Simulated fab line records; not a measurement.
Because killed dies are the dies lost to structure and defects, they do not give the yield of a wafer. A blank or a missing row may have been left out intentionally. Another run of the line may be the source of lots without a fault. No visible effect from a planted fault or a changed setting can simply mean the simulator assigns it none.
Matching of chambers	flow sky130	cmp-02 running SKY_VIA3_CMP_02: 4 sister chambers
The step polishes SiO2. 4 wafers are shown with their chamber, then 12 later ones without.

EACH WAFER AND ITS CHAMBER
wafer	chamber	motorCurrentA (A)
L089.3	0	13.1
L090.1	2	9.9
L090.2	3	9.9
L090.5	1	11.1

WAFERS WITHOUT THEIR CHAMBER
wafer	motorCurrentA (A)
L092.1	11.6
L092.4	10.2
L092.6	12.7
L094.1	12.2
L094.2	12.5
L094.6	13.0
L095.1	11.3
L095.2	10.1
L095.6	10.7
L096.1	11.7
L096.3	13.7
L096.5	10.8

CHAMBER TAKEN BY EACH
wafer	from the rows above	in truth
L092.1	1	1
L092.4	can't be placed: 2 or 3 or 1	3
L092.6	0	0
L094.1	can't be placed: 0 or 1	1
L094.2	can't be placed: 0 or 1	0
L094.6	0	0
L095.1	1	1
L095.2	can't be placed: 2 or 3 or 1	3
L095.6	can't be placed: 1 or 2 or 3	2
L096.1	can't be placed: 1 or 0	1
L096.3	0	0
L096.5	can't be placed: 1 or 2 or 3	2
Placed correctly: 5 of 12. Unplaceable from these rows: 7, with the true chamber sitting among the candidates in 7. Number placed wrongly: 0.
How it was worked out, from the rows above alone: a wafer's distance from a chamber is the root of the sum, over the readings, of the square of ((its reading less the chamber's mean) divided by the reading's scatter). If the next closest chamber is less than 2 further off than the closest, the wafer can't be placed; otherwise it belongs to the closest. A chamber's mean is the mean of its shown wafers. The scatter: root of mean squared gap, hidden wafer to nearest shown wafer, with one shown wafer a chamber.
